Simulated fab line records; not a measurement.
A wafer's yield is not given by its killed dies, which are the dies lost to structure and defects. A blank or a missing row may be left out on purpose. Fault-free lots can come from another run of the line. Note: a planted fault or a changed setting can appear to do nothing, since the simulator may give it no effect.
fab line records	flow gf180mcu	part 1 of 2: steps 1 to 24 of 33
[record] lots = 5	wafers = 15	lastDay = 33
route steps=602 shown M3@414 V3@429
lots with no fault: from the same line, run without faults
startH: hours from the record's first day to the start of the lot's first wafer shown	waitH: hours since the lot's step before	" as in the row above	L1.1+2: a row that stands for several wafers	- value missing, or start not given	* or withheld: withheld	< > ~ a bound
route shown NAME@n: a module of which the file shows steps, and the number in the route of the first	usual: the fault-free wafers' mean and standard deviation	same: alike in all rows	chamber/n: place in a boat	sites: readings site by site	_std_site: the values' standard deviation	_edge_site: outer sites' mean less inner sites'	radiusMm: for every site, how far away it sits from the centre of the wafer	mask NAME#n: copy n	behind: the tool/chamber that last shaped the wafer	hold: the reason the lot was held/the length of the hold in hours/how it ended	device: which transistor (n, p or np) failed to switch	end of line: the same wafers' tests at the end of the route	a step with no rows: only its recipe	killed: the dies lost at the first sort to structure and to defects; this is not the yield of the wafer	map: shows each die of a wafer: x if killed, . if not, _ if none is there
set.NAME: the setting as run; set.NAME@STEP: as run at that earlier step	model.NAME: the simulator's own value behind a step, which no gauge read
lots at selected steps of the route; one table per step, one row per wafer
services: from which hour (startH, from the record's first day; less than 0 if before it) a tool's chamber was out of use, for how many hours, and why
[[steps]]
[step GF_M3_RS_MEAS_05]
[recipe] thkMeasGauge = four-point-probe	reads = TiN_of_M3_SPUTTER_04+Ti_of_M3_SPUTTER_03+AlCu_of_M3_SPUTTER_02+TiN_of_M3_SPUTTER_01+Ti_of_M3_SPUTTER_00
[usual] M3_ALCU_RS = 0.0696/0.00073
lot.wafer	tool	chamber	startH	waitH	M3_ALCU_RS[ohm/sq]
L074.1	filmMetro-02	-	467.92	0.0	0.0698
L074.2	"	-	"	"	0.0691
L074.4	"	-	"	"	0.0701
L078.1	filmMetro-02	-	492.50	0.0	0.0686
L078.5	"	-	"	"	0.0688
L078.6	"	-	"	"	0.0696
L079.3	filmMetro-04	-	527.18	0.1	0.0698
L079.4	"	-	"	"	0.0693
L079.6	"	-	"	"	0.0696
L090.2	filmMetro-01	-	602.10	0.0	0.0698
L090.3	"	-	"	"	0.0694
L090.5	"	-	"	"	0.0695
L091.1	filmMetro-04	-	618.70	0.0	0.0688
L091.2	"	-	"	"	0.0689
L091.5	"	-	"	"	0.0704
[step GF_M3_THK_MEAS_06]
[recipe] thkMeasGauge = xrf	reads = AlCu_of_M3_SPUTTER_02
[usual] M3_ALCU_THK = 443/5.6
lot.wafer	tool	chamber	startH	waitH	M3_ALCU_THK[nm]
L074.1	filmMetro-02	-	468.04	0.1	442
L074.2	"	-	"	"	446
L074.4	"	-	"	"	441
L078.1	filmMetro-02	-	492.62	0.1	454
L078.5	"	-	"	"	450
L078.6	"	-	"	"	446
L079.3	filmMetro-04	-	527.28	0.1	444
L079.4	"	-	"	"	448
L079.6	"	-	"	"	445
L090.2	filmMetro-01	-	602.21	0.1	441
L090.3	"	-	"	"	444
L090.5	"	-	"	"	441
L091.1	filmMetro-04	-	618.82	0.1	450
L091.2	"	-	"	"	451
L091.5	"	-	"	"	440
[step GF_M3_DEHYDRATE_07]
[recipe] tempC = 200	timeS = 60
[usual] chillPlateTempC = 22.99/0.094	exhaustPa = 44.9/0.78	heaterPowerTotalW = 160.37/0.12
lot.wafer	tool	chamber	startH	waitH	chillPlateTempC	exhaustPa	heaterPowerTotalW
L074.1	lithoTrack-04	0	479.37	11.3	23.10	44.9	160.37
L074.2	"	0	"	"	22.99	45.3	160.18
L074.4	"	0	"	"	23.07	45.1	160.26
L078.1	lithoTrack-02	0	503.98	11.3	22.81	44.9	160.36
L078.5	"	0	"	"	22.97	44.8	160.22
L078.6	"	0	"	"	23.03	44.3	160.55
L079.3	lithoTrack-03	0	537.75	10.5	23.08	45.2	160.43
L079.4	"	0	"	"	23.06	45.7	160.30
L079.6	"	0	"	"	23.08	45.3	160.33
L090.2	lithoTrack-04	0	611.60	9.4	23.07	44.3	160.26
L090.3	"	0	"	"	22.91	44.7	160.22
L090.5	"	0	"	"	23.02	45.2	160.30
L091.1	lithoTrack-03	0	627.65	8.8	22.87	45.0	160.29
L091.2	"	0	"	"	22.81	45.8	160.59
L091.5	"	0	"	"	22.84	43.9	160.54
[step GF_M3_HMDS_08]
[recipe] primeTimeS = 60	primeTempC = 120
[usual] chillPlateTempC = 23.00/0.1	exhaustPa = 45.1/0.85
lot.wafer	tool	chamber	startH	waitH	chillPlateTempC	exhaustPa
L074.1	lithoTrack-04	0	479.52	0.1	23.01	45.3
L074.2	"	0	"	"	23.11	46.0
L074.4	"	0	"	"	23.02	45.1
L078.1	lithoTrack-02	0	504.13	0.1	22.98	44.2
L078.5	"	0	"	"	23.12	44.5
L078.6	"	0	"	"	22.96	44.6
L079.3	lithoTrack-03	0	537.90	0.1	23.11	45.6
L079.4	"	0	"	"	23.12	44.6
L079.6	"	0	"	"	23.06	44.7
L090.2	lithoTrack-04	0	611.75	0.1	23.18	45.5
L090.3	"	0	"	"	22.96	45.1
L090.5	"	0	"	"	22.87	44.8
L091.1	lithoTrack-03	0	627.80	0.1	23.05	43.5
L091.2	"	0	"	"	23.24	45.1
L091.5	"	0	"	"	22.90	44.5
[step GF_M3_COAT_09]
[recipe] resist = KrF	spinRpm = withheld	resistThkNm = 1000
[usual] chillPlateTempC = 22.97/0.1	exhaustPa = 44.9/0.96
lot.wafer	tool	chamber	startH	waitH	chillPlateTempC	exhaustPa
L074.1	lithoTrack-04	0	479.67	0.1	22.81	45.4
L074.2	"	0	"	"	23.04	44.9
L074.4	"	0	"	"	22.82	44.0
L078.1	lithoTrack-02	0	504.28	0.1	23.00	45.4
L078.5	"	0	"	"	23.11	44.9
L078.6	"	0	"	"	23.16	46.2
L079.3	lithoTrack-03	0	538.05	0.1	23.03	45.3
L079.4	"	0	"	"	22.99	45.3
L079.6	"	0	"	"	22.82	44.1
L090.2	lithoTrack-04	0	611.90	0.1	22.86	45.6
L090.3	"	0	"	"	22.99	45.4
L090.5	"	0	"	"	23.04	45.1
L091.1	lithoTrack-03	0	627.95	0.1	22.90	45.2
L091.2	"	0	"	"	23.08	44.9
L091.5	"	0	"	"	22.90	46.0
[step GF_M3_SOFTBAKE_10]
[recipe] tempC = 130	timeS = 60	resist = KrF
[usual] chillPlateTempC = 23.02/0.099	exhaustPa = 44.9/0.71	heaterPowerTotalW = 93.04/0.068
lot.wafer	tool	chamber	startH	waitH	chillPlateTempC	exhaustPa	heaterPowerTotalW
L074.1	lithoTrack-04	0	479.82	0.1	23.03	44.6	92.84
L074.2	"	0	"	"	23.13	46.2	93.08
L074.4	"	0	"	"	22.94	44.1	93.03
L078.1	lithoTrack-02	0	504.43	0.1	23.01	45.6	93.07
L078.5	"	0	"	"	23.02	44.9	93.17
L078.6	"	0	"	"	22.94	44.4	93.12
L079.3	lithoTrack-03	0	538.20	0.1	22.97	43.9	92.93
L079.4	"	0	"	"	22.99	44.8	92.87
L079.6	"	0	"	"	23.31	44.8	93.00
L090.2	lithoTrack-04	0	612.05	0.1	22.86	44.3	93.13
L090.3	"	0	"	"	22.85	45.5	93.10
L090.5	"	0	"	"	22.99	45.1	93.16
L091.1	lithoTrack-03	0	628.10	0.1	23.02	45.9	93.05
L091.2	"	0	"	"	22.92	44.9	93.02
L091.5	"	0	"	"	23.07	44.0	93.01
[step GF_M3_EXPOSE_11]
[recipe] maskId = Metal3	targetCdNm = 280	na = 0.68	sourceShape = conventional	sigmaOuter = 0.6	doseMj = 28
lot.wafer	tool	chamber	startH	waitH	mask
L074.1+2+4	krfScanner-02	0	-	-	Metal3#0
L078.1+5+6	krfScanner-02	0	-	-	Metal3#0
L079.3+4+6	krfScanner-01	0	-	-	Metal3#0
L090.2+3+5	krfScanner-01	0	-	-	Metal3#0
L091.1+2+5	krfScanner-02	0	-	-	Metal3#0
[step GF_M3_PEB_12]
[recipe] pebTempC = 135	pebTimeS = 90	resist = KrF
[usual] chillPlateTempC = 23.01/0.095	exhaustPa = 44.8/0.91	heaterPowerTotalW = 85.70/0.091
lot.wafer	tool	chamber	startH	waitH	chillPlateTempC	exhaustPa	heaterPowerTotalW
L074.1	lithoTrack-02	0	-	-	22.91	44.9	85.69
L074.2	"	0	"	"	22.88	43.6	85.52
L074.4	"	0	"	"	22.97	44.7	85.64
L078.1	lithoTrack-04	0	-	-	22.98	44.7	85.55
L078.5	"	0	"	"	23.16	44.9	85.77
L078.6	"	0	"	"	23.01	45.3	85.76
L079.3	lithoTrack-04	0	-	-	23.03	44.4	85.71
L079.4	"	0	"	"	23.08	44.7	85.82
L079.6	"	0	"	"	22.90	44.6	85.80
L090.2	lithoTrack-04	0	-	-	23.10	44.4	85.79
L090.3	"	0	"	"	23.00	45.7	85.62
L090.5	"	0	"	"	23.11	44.5	85.81
L091.1	lithoTrack-03	0	-	-	22.90	45.7	85.70
L091.2	"	0	"	"	22.96	46.0	85.57
L091.5	"	0	"	"	22.94	46.4	85.66
[step GF_M3_DEVELOP_13]
[recipe] developTimeS = 60	devTempC = 21
[usual] chillPlateTempC = 22.99/0.13	exhaustPa = 45.1/0.85
[same] developTimeS = 60
lot.wafer	tool	chamber	startH	waitH	chillPlateTempC	exhaustPa
L074.1	lithoTrack-02	0	491.53	0.2	23.18	44.7
L074.2	"	0	"	"	22.94	44.9
L074.4	"	0	"	"	23.06	45.0
L078.1	lithoTrack-04	0	515.92	0.2	22.96	45.2
L078.5	"	0	"	"	23.00	46.2
L078.6	"	0	"	"	22.96	46.6
L079.3	lithoTrack-04	0	549.67	0.1	22.91	44.4
L079.4	"	0	"	"	22.94	44.6
L079.6	"	0	"	"	22.86	45.4
L090.2	lithoTrack-04	0	621.60	0.2	22.86	44.9
L090.3	"	0	"	"	22.89	44.4
L090.5	"	0	"	"	23.14	45.9
L091.1	lithoTrack-03	0	638.25	0.2	22.84	45.8
L091.2	"	0	"	"	22.98	44.2
L091.5	"	0	"	"	22.83	44.2
[step GF_M3_CD_MEAS_14]
[recipe] targetCdNm = 280
[usual] cdNm = 280.0/1.4
lot.wafer	tool	chamber	startH	waitH	cdNm
L074.1	cdSem-01	-	491.68	0.1	282.2
L074.2	"	-	"	"	281.7
L074.4	"	-	"	"	282.6
L078.1	cdSem-02	-	516.07	0.1	281.8
L078.5	"	-	"	"	281.5
L078.6	"	-	"	"	282.8
L079.3	cdSem-02	-	549.81	0.1	278.2
L079.4	"	-	"	"	279.4
L079.6	"	-	"	"	279.0
L090.2	cdSem-02	-	621.74	0.1	279.7
L090.3	"	-	"	"	280.9
L090.5	"	-	"	"	280.7
L091.1	cdSem-02	-	638.40	0.1	280.6
L091.2	"	-	"	"	280.3
L091.5	"	-	"	"	279.5
[step GF_M3_OVL_MEAS_15]
[usual] M3_OVL = -4/5.8
lot.wafer	tool	chamber	startH	waitH	M3_OVL[nm]
L074.1	overlay-02	-	491.80	0.1	8
L074.2	"	-	"	"	1
L074.4	"	-	"	"	-1
L078.1	overlay-01	-	516.19	0.1	-6
L078.5	"	-	"	"	-5
L078.6	"	-	"	"	3
L079.3	overlay-01	-	549.90	0.1	-1
L079.4	"	-	"	"	-7
L079.6	"	-	"	"	-4
L090.2	overlay-01	-	621.85	0.1	-4
L090.3	"	-	"	"	-5
L090.5	"	-	"	"	-3
L091.1	overlay-01	-	638.52	0.1	-4
L091.2	"	-	"	"	-9
L091.5	"	-	"	"	-5
[step GF_M3_METAL_ETCH_16]
[recipe] chemistry = Cl2/BCl3	maskMaterial = KrF	targetDepthNm = 750.8	stopOn = SiO2	pressureMtorr = 8	icpW = 800	biasW = 140	Cl2_flow_sccm = 80	bcl3FlowSccm = 40	timeS = 125.1
[usual] drypumpMotorCurrentA = 6.14/0.27	oesProductAu = 0.991/0.0063	throttleValvePct = 28.228/0.011
lot.wafer	tool	chamber	startH	waitH	drypumpMotorCurrentA	oesProductAu	rfHoursCounterH	throttleValvePct
L074.1	rieMetal-01	0	491.84	0.0	5.86	1.004	12	28.222
L074.2	"	1	"	"	6.59	0.986	6	28.232
L074.4	"	0	"	"	5.89	0.997	-	28.225
L078.1	rieMetal-01	1	516.23	0.0	6.57	0.993	6	28.234
L078.5	"	1	"	"	6.56	0.993	-	28.208
L078.6	"	0	"	"	5.84	0.995	-	28.212
L079.3	rieMetal-03	0	549.97	0.1	6.02	0.983	-	28.246
L079.4	"	1	"	"	6.31	0.990	-	28.237
L079.6	"	0	"	"	6.02	0.986	-	28.228
L090.2	rieMetal-01	1	621.88	0.0	6.54	0.990	10	28.243
L090.3	"	1	"	"	6.50	0.986	-	28.236
L090.5	"	0	"	"	5.88	0.979	-	28.221
L091.1	rieMetal-02	1	638.56	0.0	6.00	0.988	14	28.222
L091.2	"	1	"	"	5.99	0.986	-	28.214
L091.5	"	1	"	"	6.01	0.995	-	28.190
[step GF_M3_STRIP_17]
[recipe] chemistry = O2/N2	powerW = 1400	pressureMtorr = 1500	platenTempC = 250	o2FlowSccm = 3000	n2FlowSccm = 300	overashFraction = 0.5
[usual] drypumpMotorCurrentA = 5.7/0.35	heaterPowerW = 331/16	oesProductAu = 0.536/0.0047	stripTimeToEndpointS = 7.38/0.048
lot.wafer	tool	chamber	startH	waitH	drypumpMotorCurrentA	heaterPowerW	oesProductAu	rfHoursCounterH	stripTimeToEndpointS
L074.1	plasmaAsher-04	1	491.97	0.1	5.2	338	0.541	7	7.30
L074.2	"	0	"	"	5.8	304	0.527	7	7.35
L074.4	"	1	"	"	5.1	334	0.533	-	7.29
L078.1	plasmaAsher-01	0	516.36	0.1	6.1	326	0.525	85	7.36
L078.5	"	1	"	"	5.6	352	0.540	-	7.33
L078.6	"	0	"	"	6.1	327	0.533	-	7.27
L079.3	plasmaAsher-01	0	550.09	0.1	6.1	323	0.538	-	7.45
L079.4	"	1	"	"	5.6	360	0.536	-	7.41
L079.6	"	1	"	"	5.6	355	0.540	-	7.44
L090.2	plasmaAsher-02	1	622.01	0.1	5.6	327	0.537	89	7.34
L090.3	"	1	"	"	5.6	330	0.535	-	7.44
L090.5	"	0	"	"	6.1	338	0.546	-	7.42
L091.1	plasmaAsher-02	0	638.82	0.2	6.2	338	0.532	91	7.36
L091.2	"	1	"	"	5.7	326	0.539	91	7.37
L091.5	"	1	"	"	5.6	320	0.537	-	7.34
[step GF_M3_STRIP_18]
[recipe] chemistry = postEtchResidueRemover	timeS = 1200	tempC = 72.5
lot.wafer	tool	chamber	startH	waitH
L074.1+2+4	wetBench-01	0	492.07	0.1
L078.1+5+6	wetBench-01	2	516.46	0.1
L079.3+4+6	wetBench-02	3	550.16	0.0
L090.2+3+5	wetBench-02	1	622.11	0.1
L091.1+2+5	wetBench-01	3	638.92	0.1
[step GF_M3_CLEAN_19]
[recipe] chemistry = DIW	dry = n2Spin
lot.wafer	tool	chamber	startH	waitH
L074.1+2+4	wetBench-02	3	492.41	0.0
L078.1+5+6	wetBench-02	1	516.80	0.0
L079.3+4+6	wetBench-03	0	550.50	0.0
L090.2+3+5	wetBench-03	3	622.45	0.0
L091.1+2+5	wetBench-02	3	639.26	0.0
[step GF_V3_CVD_00]
[recipe] material = SiO2	targetThkNm = 600	sigmaOpenFrac = 0.3	tempC = 400	timeS = 100	sih4FlowSccm = 60	pressureMtorr = 6
lot.wafer	tool	chamber	startH	waitH
L074.1+2+4	hdpcvd-02	2,0,1	492.50	0.0
L078.1+5+6	hdpcvd-01	2,2,1	516.90	0.0
L079.3+4+6	hdpcvd-01	2,1,2	550.70	0.0
L090.2+3+5	hdpcvd-02	0,1,2	622.54	0.0
L091.1+2+5	hdpcvd-02	2,1,1	639.35	0.0
[step GF_V3_THK_MEAS_01]
[recipe] reads = SiO2_of_V3_CVD_00
[usual] V3_CVD_00_THK = 602/6.7
lot.wafer	tool	chamber	startH	waitH	V3_CVD_00_THK[nm]
L074.1	filmMetro-03	-	492.57	0.0	593
L074.2	"	-	"	"	603
L074.4	"	-	"	"	594
L078.1	filmMetro-04	-	516.97	0.0	595
L078.5	"	-	"	"	594
L078.6	"	-	"	"	604
L079.3	filmMetro-02	-	550.79	0.1	616
L079.4	"	-	"	"	603
L079.6	"	-	"	"	610
L090.2	filmMetro-04	-	622.62	0.0	605
L090.3	"	-	"	"	600
L090.5	"	-	"	"	618
L091.1	filmMetro-03	-	639.42	0.0	613
L091.2	"	-	"	"	605
L091.5	"	-	"	"	592
[step GF_V3_CVD_02]
[recipe] material = SiO2	targetThkNm = 850	precursor = TEOS	tempC = 400	timeS = 94.851	rfW = 600
[usual] heaterPowerW = 645/83
lot.wafer	tool	chamber	startH	waitH	heaterPowerW	sinceWetCleanH
L074.1	pecvd-01	1	492.63	0.1	747	526
L074.2	"	2	"	"	473	526
L074.4	"	2	"	"	533	-
L078.1	pecvd-04	2	517.03	0.1	759	759
L078.5	"	2	"	"	781	-
L078.6	"	0	"	"	588	-
L079.3	pecvd-04	0	550.83	0.0	759	793
L079.4	"	0	"	"	595	-
L079.6	"	1	"	"	647	-
L090.2	pecvd-02	0	622.67	0.0	656	448
L090.3	"	1	"	"	536	448
L090.5	"	1	"	"	574	-
L091.1	pecvd-01	2	639.48	0.1	584	673
L091.2	"	0	"	"	580	673
L091.5	"	0	"	"	618	-
[step GF_V3_THK_MEAS_03]
[recipe] reads = SiO2_of_V3_CVD_02
[usual] V3_CVD_02_THK = 850/11
lot.wafer	tool	chamber	startH	waitH	V3_CVD_02_THK[nm]
L074.1	filmMetro-04	-	492.70	0.0	824
L074.2	"	-	"	"	832
L074.4	"	-	"	"	849
L078.1	filmMetro-03	-	517.10	0.0	842
L078.5	"	-	"	"	855
L078.6	"	-	"	"	869
L079.3	filmMetro-02	-	550.92	0.1	851
L079.4	"	-	"	"	867
L079.6	"	-	"	"	861
L090.2	filmMetro-03	-	622.75	0.0	844
L090.3	"	-	"	"	849
L090.5	"	-	"	"	858
L091.1	filmMetro-04	-	639.55	0.0	844
L091.2	"	-	"	"	845
L091.5	"	-	"	"	857
[step GF_V3_CMP_04]
[recipe] material = SiO2	downForcePsi = 4	platenRpm = 60	padVelocityMS = 0.94248
[usual] headPressurePsi = 3.999/0.0082	motorCurrentA = 11.6/1.4	timeToEndpointS = 83/5.1
lot.wafer	tool	chamber	startH	waitH	headPressurePsi	motorCurrentA	timeToEndpointS
L074.1	cmp-02	1	492.76	0.1	4.003	9.7	76
L074.2	"	2	"	"	4.002	13.9	74
L074.4	"	0	"	"	3.985	11.2	84
L078.1	cmp-02	0	517.16	0.1	4.010	11.1	76
L078.6	"	0	"	"	3.990	11.3	93
L078.5	"	1	"	"	4.004	9.4	86
L079.4	cmp-02	3	550.96	0.0	4.005	10.1	90
L079.3	"	1	"	"	4.010	9.8	90
L079.6	"	0	"	"	4.002	10.6	86
L090.3	cmp-02	2	622.84	0.1	4.005	14.8	81
L090.2	"	1	"	"	4.011	9.6	87
L090.5	"	2	"	"	3.997	13.8	81
L091.1	cmp-01	2	639.61	0.1	3.993	12.9	82
L091.2	"	1	"	"	3.999	12.8	91
L091.5	"	2	"	"	3.994	12.8	88
[step GF_V3_BOW_MEAS_05]
[recipe] mode = bow
[usual] V3_BOW = 117/7.9
lot.wafer	tool	chamber	startH	waitH	V3_BOW[um]
L074.1	filmMetro-03	-	493.06	0.2	110
L074.2	"	-	"	"	124
L074.4	"	-	"	"	121
L078.1	filmMetro-04	-	517.46	0.2	115
L078.5	"	-	"	"	120
L078.6	"	-	"	"	127
L079.3	filmMetro-04	-	551.30	0.2	111
L079.4	"	-	"	"	117
L079.6	"	-	"	"	112
L090.2	filmMetro-03	-	623.16	0.1	119
L090.3	"	-	"	"	120
L090.5	"	-	"	"	118
L091.1	filmMetro-03	-	639.91	0.2	123
L091.2	"	-	"	"	117
L091.5	"	-	"	"	117
[step GF_V3_DEHYDRATE_06]
[recipe] tempC = 200	timeS = 60
[usual] chillPlateTempC = 23.02/0.1	exhaustPa = 44.8/0.89	heaterPowerTotalW = 160.38/0.13
lot.wafer	tool	chamber	startH	waitH	chillPlateTempC	exhaustPa	heaterPowerTotalW
L074.1	lithoTrack-02	0	504.58	11.5	23.21	44.6	160.63
L074.2	"	0	"	"	23.20	44.6	160.39
L074.4	"	0	"	"	23.00	45.2	160.32
L078.1	lithoTrack-04	0	528.32	10.8	23.00	45.6	160.53
L078.5	"	0	"	"	23.13	44.6	160.32
L078.6	"	0	"	"	23.13	45.4	160.34
L079.3	lithoTrack-04	0	561.47	10.2	23.03	44.5	160.35
L079.4	"	0	"	"	23.04	43.9	160.55
L079.6	"	0	"	"	22.81	42.7	160.22
L090.2	lithoTrack-04	0	632.54	9.4	22.85	46.4	160.61
L090.3	"	0	"	"	23.03	43.2	160.27
L090.5	"	0	"	"	22.99	45.6	160.33
L091.1	lithoTrack-01	0	649.52	9.6	22.98	45.5	160.47
L091.2	"	0	"	"	22.93	45.0	160.30
L091.5	"	0	"	"	23.12	45.8	160.55
[step GF_V3_HMDS_07]
[recipe] primeTimeS = 60	primeTempC = 120
[usual] chillPlateTempC = 22.97/0.1	exhaustPa = 45.0/0.85
lot.wafer	tool	chamber	startH	waitH	chillPlateTempC	exhaustPa
L074.1	lithoTrack-02	0	504.73	0.1	22.98	44.1
L074.2	"	0	"	"	23.02	43.2
L074.4	"	0	"	"	22.89	44.0
L078.1	lithoTrack-04	0	528.47	0.1	23.00	44.7
L078.5	"	0	"	"	22.99	44.6
L078.6	"	0	"	"	23.01	45.5
L079.3	lithoTrack-04	0	561.62	0.1	22.66	45.1
L079.4	"	0	"	"	23.00	44.9
L079.6	"	0	"	"	22.83	43.5
L090.2	lithoTrack-04	0	632.69	0.1	22.85	45.3
L090.3	"	0	"	"	22.87	46.0
L090.5	"	0	"	"	23.00	45.1
L091.1	lithoTrack-01	0	649.67	0.1	23.07	44.2
L091.2	"	0	"	"	22.97	44.5
L091.5	"	0	"	"	22.85	45.6
[step GF_V3_COAT_08]
[recipe] resist = BARC	tempC = withheld	timeS = withheld	spinRpm = withheld	resistThkNm = withheld
[usual] chillPlateTempC = *	exhaustPa = 45.1/0.91
lot.wafer	tool	chamber	startH	waitH	chillPlateTempC	exhaustPa
L074.1	lithoTrack-02	0	504.88	0.1	*	46.4
L074.2	"	0	"	"	*	45.1
L074.4	"	0	"	"	*	46.6
L078.1	lithoTrack-04	0	528.62	0.1	*	43.7
L078.5	"	0	"	"	*	45.1
L078.6	"	0	"	"	*	43.6
L079.3	lithoTrack-04	0	561.77	0.1	*	45.4
L079.4	"	0	"	"	*	46.0
L079.6	"	0	"	"	*	46.4
L090.2	lithoTrack-04	0	632.84	0.1	*	45.9
L090.3	"	0	"	"	*	45.8
L090.5	"	0	"	"	*	45.5
L091.1	lithoTrack-01	0	649.82	0.1	*	45.8
L091.2	"	0	"	"	*	45.1
L091.5	"	0	"	"	*	45.3
